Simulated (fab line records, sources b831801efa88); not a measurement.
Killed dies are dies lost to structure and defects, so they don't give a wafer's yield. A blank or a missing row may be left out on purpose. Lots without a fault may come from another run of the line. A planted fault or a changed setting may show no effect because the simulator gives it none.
One fault seen from 2 desks | flow sky130 | each desk has only its own numbers; what lay behind them comes last

THE METROLOGY DESK
What the gauges read, lot by lot, whatever tool the lot ran on: means of the sampled wafers that have a number. A lot is out of limits, marked OUT, if its mean lies more than 4 standard deviations from the usual mean; the brackets give that distance.
Columns: A = CAP2M_TIN_RS at SKY_CAP2M_RS_MEAS_03, usual 6.91 ohm/sq; B = CAP2M_TIN_THK at SKY_CAP2M_THK_MEAS_04, usual 205.3 nm
lot  | first seen here | A              | B
L412 | day 39 09:55    | 6.91           | 203.4
L413 | day 39 14:56    | 6.91           | 205.3
L417 | day 41 00:54    | 7.00           | 203.2
L420 | day 42 01:07    | 8.88 (+29) OUT | 159.3 (-16) OUT
L423 | day 42 23:33    | 8.78 (+27) OUT | 162.7 (-15) OUT
L424 | day 43 05:13    | 6.83           | 207.6
L425 | day 43 22:38    | 6.80           | 208.9
L430 | day 45 01:46    | 6.84           | 208.9
L431 | day 45 02:55    | 6.90           | 207.5
L432 | day 45 11:35    | 6.82           | 209.7
L434 | day 46 00:41    | 6.81           | 206.5
L435 | day 46 02:50    | 6.93           | 205.5
This desk's finding: out of limits on L420, L423; first on L420, day 42 01:07 (CAP2M_TIN_RS at SKY_CAP2M_RS_MEAS_03). In limits: L412, L413, L417, L424, L425, L430, L431, L432, L434, L435.

THE TOOL OWNER'S DESK: pvd_sputter-01
The tool's own readings at SKY_CAP2M_SPUTTER_02 (material TiN, target thk 200 nm, time 166.7 s): means of the sampled wafers that have a number, for each lot that ran on this tool. A lot is out of limits, marked OUT, if its mean lies more than 4 standard deviations from the usual mean; the brackets give that distance.
Columns: A = cathode_dc_power_W at SKY_CAP2M_SPUTTER_02, usual 6499.9 W; B = throttle_valve_pct at SKY_CAP2M_SPUTTER_02, usual 30.2 %
lot  | first seen here | A                        | B
L417 | day 41 00:48    | 6499.6                   | 30.2
L420 | day 42 01:01    | 5172.2 (-99 or more) OUT | 30.3
L423 | day 42 23:25    | 5173.2 (-99 or more) OUT | 29.5
This desk's finding: out of limits on L420, L423; first on L420, day 42 01:01 (cathode_dc_power_W at SKY_CAP2M_SPUTTER_02). In limits: L417.

PUT TOGETHER
The tool owner's desk could have raised an alarm at day 42 01:01, on L420, L423.
The metrology desk could have raised an alarm at day 42 01:07, on L420, L423.
Of the lots named, all ran SKY_CAP2M_SPUTTER_02 on pvd_sputter-01.

WHAT THE SIMULATOR HAD PUT IN
Process parameter drift: pvd_sputter-01, from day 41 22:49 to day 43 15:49, at SKY_CAP2M_SPUTTER_02. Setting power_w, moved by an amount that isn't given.
Lots struck among those shown: L420, L423.
Hours from the fault's start to each desk's first reading out of limits: the tool owner's desk, 2; the metrology desk, 2.
